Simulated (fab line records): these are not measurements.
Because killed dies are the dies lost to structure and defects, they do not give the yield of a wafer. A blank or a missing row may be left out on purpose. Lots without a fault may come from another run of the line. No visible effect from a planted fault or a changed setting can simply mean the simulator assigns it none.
fab line records | flow sky130
[record] lots = 14 | wafers = 42 | lastDay = 50
route steps=708 shown VIA2@522 CAPM@537
lots that met no fault: taken from a fault-free run of the same line
startH: start of the lot's first displayed wafer, in hours after the record's first day | waitH: hours since the lot's step before | " as in the row above | L1.1+2: a row that stands for several wafers | - value missing, or start not given | * or withheld: withheld | < > ~ a bound
route shown NAME@n: NAME is a module with steps in the file, n the number in the route of the first one | usual: the fault-free wafers' mean and standard deviation | same: alike in all rows | chamber/n: place in a boat | sites: per-site readings | _std_site: the standard deviation of these | _edge_site: inner sites' mean taken away from outer sites' mean | radiusMm: for every site, how far away it sits from the centre of the wafer | mask NAME#n: copy n | behind: the last tool/chamber to shape the wafer | hold: reason for holding the lot/hours on hold/outcome of the hold | device: the transistor (n, p or np) that didn't switch | end of line: the same wafers' tests at the end of the route | step lacking rows: just its recipe | killed: count of dies lost to structure and defects at first sort (not the wafer's yield) | map: the dies of a wafer, with x for killed, . for not killed, _ for no die there
set.NAME: the run value of the setting; set.NAME@STEP: its run value at that earlier step | model.NAME: the simulator's own value behind a step, which no gauge read
steps of the route over a sample of lots; a table a step, a row a wafer
services: the hour from which a tool's chamber was out of use, counted from the record's first day as startH (under 0 if before that day), plus the number of hours and why
[[steps]]
[step SKY_VIA2_ETCH_15]
[recipe] target = SiO2 | chemistry = C4F8/O2/Ar | targetDepthNm = 546 | stopOn = TiN | maskMaterial = KrF-thick | sourceW = 1500 | biasW = 1200 | pressureMtorr = 40 | c4f8FlowSccm = withheld | O2_flow_sccm = 6 | Ar_flow_sccm = 300 | timeS = 84
[usual] biasW = 1201/4.1 | chamberPressureMTorr = 40.00/0.038 | oesProductAu = 0.940/0.0044
lot.wafer | tool       | chamber | startH  | waitH | biasW | chamberPressureMTorr | oesProductAu | rfHoursCounterH
L930.1    | rieDiel-01 | 3       | 846.47  | 0.0   | 1200  | 40.03                | 0.943        | 6
L930.3    | "          | 1       | "       | "     | 1204  | 40.00                | 0.945        | 4
L930.4    | "          | 2       | "       | "     | 1199  | 39.99                | 0.935        | 9
L931.4    | rieDiel-03 | 2       | 848.87  | 0.0   | 1200  | 39.95                | 0.945        | 8
L931.5    | "          | 3       | "       | "     | 1196  | 39.97                | 0.941        | -
L931.6    | "          | 0       | "       | "     | 1203  | 39.99                | 0.940        | -
L932.3    | rieDiel-01 | 3       | 872.97  | 0.0   | 1211  | 40.07                | 0.944        | 7
L932.5    | "          | 2       | "       | "     | 1201  | 39.99                | 0.944        | -
L932.6    | "          | 3       | "       | "     | 1206  | 39.98                | 0.942        | -
L935.3    | rieDiel-01 | 2       | 885.91  | 0.0   | 1194  | 39.92                | 0.938        | 10
L935.4    | "          | 0       | "       | "     | 1200  | 40.00                | 0.946        | 8
L935.6    | "          | 3       | "       | "     | 1203  | 40.03                | 0.937        | -
L936.1    | rieDiel-01 | 3       | 893.97  | 0.0   | 1205  | 40.04                | 0.938        | 7
L936.3    | "          | 0       | "       | "     | 1203  | 40.01                | 0.943        | 8
L936.6    | "          | 3       | "       | "     | 1200  | 39.99                | 0.943        | -
L937.3    | rieDiel-04 | 0       | 905.77  | 0.0   | 1193  | 39.97                | 0.933        | 11
L937.4    | "          | 2       | "       | "     | 1207  | 39.95                | 0.941        | 19
L937.6    | "          | 3       | "       | "     | 1203  | 39.95                | 0.937        | -
L941.1    | rieDiel-04 | 2       | 929.31  | 0.0   | 1202  | 40.00                | 0.939        | 20
L941.4    | "          | 3       | "       | "     | 1199  | 40.03                | 0.941        | 8
L941.6    | "          | 1       | "       | "     | 1204  | 39.99                | 0.944        | -
L940.2    | rieDiel-03 | 2       | 929.72  | 0.0   | 1200  | 40.00                | 0.948        | 11
L940.5    | "          | 1       | "       | "     | 1199  | 39.97                | 0.939        | -
L940.6    | "          | 0       | "       | "     | 1194  | 40.02                | 0.938        | -
L942.3    | rieDiel-04 | 3       | 934.47  | 0.0   | 1200  | 39.99                | 0.941        | 8
L942.4    | "          | 0       | "       | "     | 1202  | 40.03                | 0.938        | 13
L942.6    | "          | 1       | "       | "     | 1204  | 39.93                | 0.933        | -
L943.3    | rieDiel-04 | 1       | 950.36  | 0.0   | 1205  | 39.97                | 0.944        | 14
L943.4    | "          | 2       | "       | "     | 1194  | 40.00                | 0.939        | 20
L943.6    | "          | 1       | "       | "     | 1202  | 39.99                | 0.939        | -
L950.1    | rieDiel-03 | 0       | 989.91  | 0.0   | 1199  | 40.00                | 0.935        | 8
L950.4    | "          | 0       | "       | "     | 1204  | 40.02                | 0.932        | -
L950.6    | "          | 2       | "       | "     | 1198  | 40.01                | 0.938        | -
L951.2    | rieDiel-04 | 0       | 997.24  | 0.0   | 1204  | 39.94                | 0.947        | 15
L951.5    | "          | 3       | "       | "     | 1207  | 40.02                | 0.935        | -
L951.6    | "          | 2       | "       | "     | 1198  | 40.00                | 0.947        | -
L952.1    | rieDiel-03 | 2       | 1023.41 | 0.0   | 1207  | 40.07                | 0.945        | 15
L952.3    | "          | 0       | "       | "     | 1202  | 39.98                | 0.936        | 9
L952.4    | "          | 2       | "       | "     | 1198  | 40.05                | 0.935        | -
L953.2    | rieDiel-04 | 1       | 1024.12 | 0.0   | 1198  | 39.99                | 0.938        | 17
L953.4    | "          | 3       | "       | "     | 1202  | 39.97                | 0.942        | 11
L953.5    | "          | 2       | "       | "     | 1200  | 40.02                | 0.941        | -
[step SKY_VIA2_THK_MEAS_23]
[recipe] thkMeasGauge = xrf | reads = W_of_VIA2_CVD_21
[usual] VIA2_W_THK = 384/5.3
lot.wafer | tool         | chamber | startH  | waitH | VIA2_W_THK[nm]
L930.1    | filmMetro-03 | -       | 847.48  | 0.1   | 388
L930.3    | "            | -       | "       | "     | 396
L930.4    | "            | -       | "       | "     | 394
L931.4    | filmMetro-01 | -       | 849.90  | 0.1   | 384
L931.5    | "            | -       | "       | "     | 386
L931.6    | "            | -       | "       | "     | 378
L932.3    | filmMetro-01 | -       | 874.00  | 0.1   | 383
L932.5    | "            | -       | "       | "     | 385
L932.6    | "            | -       | "       | "     | 383
L935.3    | filmMetro-01 | -       | 886.90  | 0.1   | 388
L935.4    | "            | -       | "       | "     | 381
L935.6    | "            | -       | "       | "     | 386
L936.1    | filmMetro-03 | -       | 894.97  | 0.1   | 389
L936.3    | "            | -       | "       | "     | 392
L936.6    | "            | -       | "       | "     | 390
L937.3    | filmMetro-01 | -       | 906.76  | 0.1   | 381
L937.4    | "            | -       | "       | "     | 377
L937.6    | "            | -       | "       | "     | 380
L941.1    | filmMetro-01 | -       | 930.43  | 0.1   | 384
L941.4    | "            | -       | "       | "     | 382
L941.6    | "            | -       | "       | "     | 383
L940.2    | filmMetro-01 | -       | 930.70  | 0.1   | 386
L940.5    | "            | -       | "       | "     | 386
L940.6    | "            | -       | "       | "     | 383
L942.3    | filmMetro-03 | -       | 935.47  | 0.1   | 391
L942.4    | "            | -       | "       | "     | 393
L942.6    | "            | -       | "       | "     | 390
L943.3    | filmMetro-01 | -       | 951.39  | 0.1   | 383
L943.4    | "            | -       | "       | "     | 389
L943.6    | "            | -       | "       | "     | 387
L950.1    | filmMetro-02 | -       | 990.88  | 0.1   | 386
L950.4    | "            | -       | "       | "     | 385
L950.6    | "            | -       | "       | "     | 384
L951.2    | filmMetro-01 | -       | 998.22  | 0.1   | 378
L951.5    | "            | -       | "       | "     | 384
L951.6    | "            | -       | "       | "     | 378
L952.1    | filmMetro-01 | -       | 1024.38 | 0.1   | 388
L952.3    | "            | -       | "       | "     | 383
L952.4    | "            | -       | "       | "     | 385
L953.2    | filmMetro-02 | -       | 1025.10 | 0.1   | 387
L953.4    | "            | -       | "       | "     | 388
L953.5    | "            | -       | "       | "     | 380
[step SKY_CAPM_CVD_00]
[recipe] material = SiO2 | targetThkNm = 15.5 | tempC = 400 | timeS = withheld | rfW = 450
[usual] heaterPowerW = 709/95
lot.wafer | tool     | chamber | startH  | waitH | heaterPowerW
L930.1    | pecvd-04 | 2       | 848.44  | 0.0   | 722
L930.3    | "        | 0       | "       | "     | 601
L930.4    | "        | 1       | "       | "     | 779
L931.4    | pecvd-01 | 1       | 850.39  | 0.0   | 656
L931.5    | "        | 2       | "       | "     | 713
L931.6    | "        | 0       | "       | "     | 743
L932.3    | pecvd-04 | 1       | 874.49  | 0.0   | 674
L932.5    | "        | 0       | "       | "     | 712
L932.6    | "        | 2       | "       | "     | 684
L935.3    | pecvd-01 | 2       | 887.39  | 0.0   | 685
L935.4    | "        | 0       | "       | "     | 658
L935.6    | "        | 2       | "       | "     | 675
L936.1    | pecvd-03 | 0       | 895.49  | 0.0   | 773
L936.3    | "        | 2       | "       | "     | 537
L936.6    | "        | 0       | "       | "     | 750
L937.3    | pecvd-01 | 1       | 907.26  | 0.0   | 666
L937.4    | "        | 1       | "       | "     | 655
L937.6    | "        | 2       | "       | "     | 708
L941.1    | pecvd-03 | 2       | 930.95  | 0.0   | 653
L941.4    | "        | 0       | "       | "     | 796
L941.6    | "        | 2       | "       | "     | 656
L940.2    | pecvd-01 | 2       | 931.25  | 0.0   | 661
L940.5    | "        | 1       | "       | "     | 614
L940.6    | "        | 2       | "       | "     | 659
L942.3    | pecvd-04 | 2       | 935.97  | 0.0   | 636
L942.4    | "        | 1       | "       | "     | 747
L942.6    | "        | 2       | "       | "     | 623
L943.3    | pecvd-03 | 2       | 951.88  | 0.0   | 632
L943.4    | "        | 2       | "       | "     | 637
L943.6    | "        | 1       | "       | "     | 865
L950.1    | pecvd-01 | 1       | 991.39  | 0.0   | 698
L950.4    | "        | 2       | "       | "     | 588
L950.6    | "        | 0       | "       | "     | 711
L951.2    | pecvd-04 | 1       | 998.72  | 0.0   | 781
L951.5    | "        | 1       | "       | "     | 800
L951.6    | "        | 0       | "       | "     | 642
L952.1    | pecvd-03 | 0       | 1025.36 | 0.0   | 776
L952.3    | "        | 0       | "       | "     | 774
L952.4    | "        | 2       | "       | "     | 618
L953.2    | pecvd-04 | 0       | 1026.56 | 0.0   | 666
L953.4    | "        | 1       | "       | "     | 643
L953.5    | "        | 2       | "       | "     | 759
[step SKY_CAPM_METAL_ETCH_13]
[recipe] targetDepthNm = 220 | stopOn = SiO2 | chemistry = Cl2/BCl3 | target = TiN | pressureMtorr = 10 | icpW = 900 | biasW = 47.32 | Cl2_flow_sccm = 60 | bcl3FlowSccm = 30 | timeS = 62.9
[usual] bcl3FlowSccm = 29.99/0.089 | biasW = 47.32/0.14 | chamberPressureMTorr = 10.001/0.009 | drypumpMotorCurrentA = 5.8/0.59 | oesProductAu = 0.938/0.0072 | throttleValvePct = 21.903/0.0094
lot.wafer | tool        | chamber | startH  | waitH | bcl3FlowSccm | biasW | chamberPressureMTorr | drypumpMotorCurrentA | oesProductAu | rfHoursCounterH | throttleValvePct
L930.1    | rieMetal-01 | 0       | 875.03  | 0.0   | 29.97        | 47.41 | 9.996                | 6.3                  | 0.933        | 15              | 21.904
L930.3    | "           | 1       | "       | "     | 29.95        | 47.22 | 10.006               | 6.4                  | 0.940        | -               | 21.896
L930.4    | "           | 0       | "       | "     | 30.14        | 47.44 | 10.001               | 6.4                  | 0.942        | -               | 21.903
L931.4    | rieMetal-02 | 1       | 876.05  | 0.0   | 30.07        | 47.18 | 9.997                | 5.0                  | 0.936        | -               | 21.897
L931.5    | "           | 1       | "       | "     | 30.09        | 47.23 | 10.011               | 5.0                  | 0.945        | -               | 21.902
L931.6    | "           | 0       | "       | "     | 29.96        | 47.12 | 10.008               | 5.2                  | 0.926        | -               | 21.905
L932.3    | rieMetal-02 | 1       | 899.90  | 0.0   | 29.90        | 47.21 | 10.009               | 5.0                  | 0.929        | -               | 21.925
L932.5    | "           | 1       | "       | "     | 29.98        | 47.11 | 9.986                | 5.0                  | 0.932        | -               | 21.912
L932.6    | "           | 0       | "       | "     | 29.95        | 47.49 | 9.996                | 5.2                  | 0.942        | -               | 21.902
L935.3    | rieMetal-01 | 0       | 912.87  | 0.0   | 29.99        | 47.21 | 10.004               | 6.4                  | 0.932        | -               | 21.886
L935.4    | "           | 1       | "       | "     | 30.02        | 47.55 | 9.996                | 6.4                  | 0.924        | -               | 21.919
L935.6    | "           | 1       | "       | "     | 29.88        | 47.41 | 9.998                | 6.5                  | 0.935        | -               | 21.916
L936.1    | rieMetal-01 | 1       | 920.76  | 0.0   | 29.97        | 47.08 | 9.998                | 6.4                  | 0.938        | 10              | 21.898
L936.3    | "           | 0       | "       | "     | 30.03        | 47.45 | 10.001               | 6.4                  | 0.941        | -               | 21.895
L936.6    | "           | 1       | "       | "     | 29.92        | 47.26 | 9.996                | 6.4                  | 0.943        | -               | 21.901
L937.3    | rieMetal-04 | 0       | 932.20  | 0.0   | 30.11        | 47.42 | 9.989                | 6.0                  | 0.940        | -               | 21.891
L937.4    | "           | 1       | "       | "     | 30.08        | 47.41 | 10.005               | 5.5                  | 0.945        | -               | 21.916
L937.6    | "           | 0       | "       | "     | 30.03        | 47.04 | 9.994                | 5.9                  | 0.938        | -               | 21.897
L941.1    | rieMetal-02 | 1       | 955.40  | 0.0   | 29.95        | 47.41 | 10.004               | 5.0                  | 0.926        | 11              | 21.901
L941.4    | "           | 1       | "       | "     | 30.04        | 47.32 | 9.980                | 5.0                  | 0.939        | -               | 21.907
L941.6    | "           | 1       | "       | "     | 30.12        | 47.44 | 10.004               | 5.0                  | 0.937        | -               | 21.918
L940.2    | rieMetal-04 | 1       | 955.98  | 0.0   | 30.01        | 47.17 | 9.999                | 5.5                  | 0.926        | 12              | 21.908
L940.5    | "           | 0       | "       | "     | 30.04        | 47.37 | 9.995                | 6.0                  | 0.922        | -               | 21.911
L940.6    | "           | 1       | "       | "     | 29.97        | 47.16 | 10.017               | 5.5                  | 0.934        | -               | 21.908
L942.3    | rieMetal-01 | 1       | 960.45  | 0.0   | 30.02        | 47.33 | 9.994                | 6.4                  | 0.943        | -               | 21.904
L942.4    | "           | 0       | "       | "     | 30.15        | 47.47 | 10.011               | 6.4                  | 0.930        | -               | 21.912
L942.6    | "           | 0       | "       | "     | 29.96        | 47.53 | 9.982                | 6.3                  | 0.932        | -               | 21.907
L943.3    | rieMetal-02 | 1       | 975.69  | 0.0   | 29.98        | 47.23 | 9.999                | 5.0                  | 0.937        | -               | 21.885
L943.4    | "           | 0       | "       | "     | 30.09        | 47.55 | 9.990                | 5.2                  | 0.929        | -               | 21.904
L943.6    | "           | 1       | "       | "     | 29.83        | 47.35 | 10.008               | 5.0                  | 0.943        | -               | 21.913
L950.1    | rieMetal-02 | 0       | 1014.46 | 0.0   | -            | -     | -                    | -                    | -            | -               | -
L950.4    | "           | 1       | "       | "     | -            | -     | -                    | -                    | -            | -               | -
L950.6    | "           | 0       | "       | "     | -            | -     | -                    | -                    | -            | -               | -
L951.2    | rieMetal-01 | 1       | 1021.38 | 0.0   | -            | -     | -                    | -                    | -            | -               | -
L951.5    | "           | 0       | "       | "     | -            | -     | -                    | -                    | -            | -               | -
L951.6    | "           | 1       | "       | "     | -            | -     | -                    | -                    | -            | -               | -
L952.1    | rieMetal-01 | 0       | 1047.88 | 0.0   | 30.10        | 47.27 | 10.006               | 6.4                  | 0.933        | 24              | 21.906
L952.3    | "           | 1       | "       | "     | 29.91        | 47.32 | 10.001               | 6.4                  | 0.946        | -               | 21.905
L952.4    | "           | 0       | "       | "     | 30.17        | 47.39 | 9.998                | 6.4                  | 0.937        | -               | 21.900
L953.2    | rieMetal-02 | 1       | 1048.76 | 0.0   | 30.01        | 47.28 | 9.982                | 5.0                  | 0.944        | 16              | 21.914
L953.4    | "           | 1       | "       | "     | 29.97        | 47.32 | 10.007               | 5.0                  | 0.947        | -               | 21.895
L953.5    | "           | 1       | "       | "     | 29.88        | 47.23 | 10.005               | 5.0                  | 0.946        | -               | 21.898
[step SKY_CAPM_STRIP_14]
[recipe] chemistry = O2/N2 | powerW = 1400 | pressureMtorr = 1500 | platenTempC = withheld | o2FlowSccm = 3000 | n2FlowSccm = 300 | overashFraction = 0.5
[usual] chamberPressureMTorr = 1500.0/1.3 | drypumpMotorCurrentA = 5.9/0.41 | oesProductAu = 0.710/0.0049 | stripTimeToEndpointS = 12.67/0.047
lot.wafer | tool           | chamber | startH  | waitH | chamberPressureMTorr | drypumpMotorCurrentA | oesProductAu | rfHoursCounterH | stripTimeToEndpointS
L930.1    | plasmaAsher-02 | 1       | 875.11  | 0.1   | 1500.7               | 6.1                  | 0.711        | 15              | 12.65
L930.3    | "              | 0       | "       | "     | 1499.0               | 5.2                  | 0.706        | -               | 12.66
L930.4    | "              | 1       | "       | "     | 1497.2               | 6.1                  | 0.714        | -               | 12.67
L931.4    | plasmaAsher-01 | 1       | 876.14  | 0.1   | 1500.5               | 6.0                  | 0.717        | -               | 12.62
L931.5    | "              | 0       | "       | "     | 1501.3               | 6.5                  | 0.706        | -               | 12.69
L931.6    | "              | 1       | "       | "     | 1500.8               | 6.0                  | 0.709        | -               | 12.71
L932.3    | plasmaAsher-02 | 1       | 899.99  | 0.1   | 1499.1               | 6.1                  | 0.714        | -               | 12.60
L932.5    | "              | 0       | "       | "     | 1499.8               | 5.2                  | 0.713        | -               | 12.69
L932.6    | "              | 1       | "       | "     | 1500.7               | 6.1                  | 0.717        | -               | 12.64
L935.3    | plasmaAsher-04 | 1       | 912.96  | 0.1   | 1502.0               | 5.5                  | 0.708        | -               | 12.64
L935.4    | "              | 0       | "       | "     | 1499.2               | 5.8                  | 0.704        | -               | 12.69
L935.6    | "              | 1       | "       | "     | 1499.5               | 5.5                  | 0.710        | -               | 12.65
L936.1    | plasmaAsher-02 | 0       | 920.84  | 0.1   | 1500.5               | 5.2                  | 0.710        | 20              | 12.71
L936.3    | "              | 1       | "       | "     | 1500.1               | 6.1                  | 0.718        | -               | 12.69
L936.6    | "              | 0       | "       | "     | 1500.0               | 5.2                  | 0.703        | -               | 12.74
L937.3    | plasmaAsher-01 | 1       | 932.29  | 0.1   | 1498.7               | 6.0                  | 0.712        | -               | 12.69
L937.4    | "              | 0       | "       | "     | 1498.3               | 6.5                  | 0.706        | -               | 12.70
L937.6    | "              | 1       | "       | "     | 1500.7               | 6.0                  | 0.712        | -               | 12.80
L941.1    | plasmaAsher-01 | 1       | 955.47  | 0.1   | 1502.9               | 6.0                  | 0.712        | 48              | 12.73
L941.4    | "              | 0       | "       | "     | 1499.8               | 6.5                  | 0.707        | -               | 12.67
L941.6    | "              | 0       | "       | "     | 1501.8               | 6.5                  | 0.710        | -               | 12.68
L940.2    | plasmaAsher-01 | 0       | 956.06  | 0.1   | 1499.4               | 6.5                  | 0.700        | 48              | 12.64
L940.5    | "              | 0       | "       | "     | 1498.6               | 6.5                  | 0.702        | -               | 12.68
L940.6    | "              | 1       | "       | "     | 1502.1               | 6.0                  | 0.707        | -               | 12.68
L942.3    | plasmaAsher-01 | 0       | 960.54  | 0.1   | 1498.3               | 6.5                  | 0.705        | -               | 12.62
L942.4    | "              | 1       | "       | "     | 1499.4               | 6.0                  | 0.707        | -               | 12.62
L942.6    | "              | 0       | "       | "     | 1500.3               | 6.5                  | 0.712        | -               | 12.66
L943.3    | plasmaAsher-02 | 1       | 975.77  | 0.1   | 1499.0               | 6.1                  | 0.712        | -               | 12.67
L943.4    | "              | 0       | "       | "     | 1502.0               | 5.2                  | 0.708        | -               | 12.68
L943.6    | "              | 1       | "       | "     | 1499.9               | 6.1                  | 0.709        | -               | 12.70
L950.1    | plasmaAsher-01 | 0       | 1014.54 | 0.1   | 1501.0               | 6.5                  | 0.713        | 55              | 14.24
L950.4    | "              | 0       | "       | "     | 1501.1               | 6.5                  | 0.717        | -               | 14.21
L950.6    | "              | 0       | "       | "     | 1498.7               | 6.5                  | 0.707        | -               | 14.23
L951.2    | plasmaAsher-01 | 1       | 1021.46 | 0.1   | 1500.3               | 6.0                  | 0.714        | 56              | 14.17
L951.5    | "              | 0       | "       | "     | 1500.1               | 6.5                  | 0.711        | -               | 14.17
L951.6    | "              | 1       | "       | "     | 1501.5               | 6.0                  | 0.721        | -               | 14.17
L952.1    | plasmaAsher-02 | 1       | 1047.96 | 0.1   | 1498.7               | 6.1                  | 0.702        | 33              | 12.67
L952.3    | "              | 0       | "       | "     | 1499.9               | 5.2                  | 0.718        | -               | 12.70
L952.4    | "              | 1       | "       | "     | 1498.6               | 6.1                  | 0.713        | -               | 12.63
L953.2    | plasmaAsher-04 | 1       | 1048.84 | 0.1   | 1497.9               | 5.5                  | 0.720        | 93              | 12.61
L953.4    | "              | 1       | "       | "     | 1499.5               | 5.5                  | 0.717        | -               | 12.63
L953.5    | "              | 1       | "       | "     | 1503.3               | 5.5                  | 0.705        | -               | 12.63
[[services]]
tool           | chamber | startH  | hours | kind
pecvd-04       | 1       | 825.03  | 7.7   | repair
rieDiel-03     | 2       | 825.67  | 1.5   | repair
rieDiel-03     | 2       | 833.87  | 6.1   | repair
rieMetal-02    | -       | 849.35  | 0.2   | repair
rieMetal-04    | -       | 865.22  | 14.6  | pm
pecvd-03       | 0       | 872.68  | 7.7   | repair
rieDiel-03     | 3       | 889.37  | 6.5   | repair
rieDiel-03     | 2       | 890.26  | 10.1  | repair
rieMetal-02    | 0       | 892.33  | 1.4   | repair
pecvd-03       | -       | 896.89  | 2.8   | pm
rieDiel-03     | 3       | 901.58  | 127.3 | repair
rieMetal-01    | -       | 902.07  | 1.4   | pm
pecvd-03       | -       | 927.35  | 1.8   | repair
plasmaAsher-04 | -       | 948.72  | 29.3  | repair
plasmaAsher-04 | -       | 963.55  | 2.9   | repair
rieDiel-03     | -       | 967.18  | 2.8   | pm
rieDiel-03     | 1       | 979.05  | 9.2   | repair
pecvd-01       | -       | 981.27  | 2.8   | pm
rieDiel-04     | 3       | 982.54  | 6.4   | repair
rieDiel-04     | 0       | 998.54  | 7.8   | repair
rieDiel-01     | 1       | 1011.78 | 5.8   | repair
rieDiel-03     | 2       | 1015.87 | 5.7   | repair
rieDiel-04     | 2       | 1040.70 | 7.4   | repair
plasmaAsher-01 | -       | 1042.24 | 1.0   | repair
[[key]]
[firstSign] step = SKY_CAPM_METAL_ETCH_13 | reading = toolRecord | direction = missing
[effect] step = SKY_CAPM_STRIP_14 | reading = stripTimeToEndpointS | direction = up | sigmas = 33 | usual = * | struck = *
metAt SKY_CAPM_METAL_ETCH_13
struckLots L950,L951
laterRowsLeftOut L950.1,L950.4,L950.6,L951.2,L951.5,L951.6
sortLeftOut L950.1,L950.4,L950.6,L951.2,L951.5,L951.6
notActingAt SKY_VIA2_ETCH_15,SKY_VIA2_THK_MEAS_23,SKY_CAPM_CVD_00
onsetBetween 975.69 1014.46
[fault] kind = skippedStepWhole | tool = rieMetal-01,rieMetal-02 | chamber = - | onsetH = 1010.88 | steps = SKY_CAPM_METAL_ETCH_13 | scope = struckLotsOnly
// sortLeftOut: the simulated sort isn't trusted on such a fault, so these wafers' sort isn't shown, and their yield isn't known
// laterRowsLeftOut: the simulator's readings of these wafers behind a module that went badly wrong aren't trusted and aren't shown, but for the sort
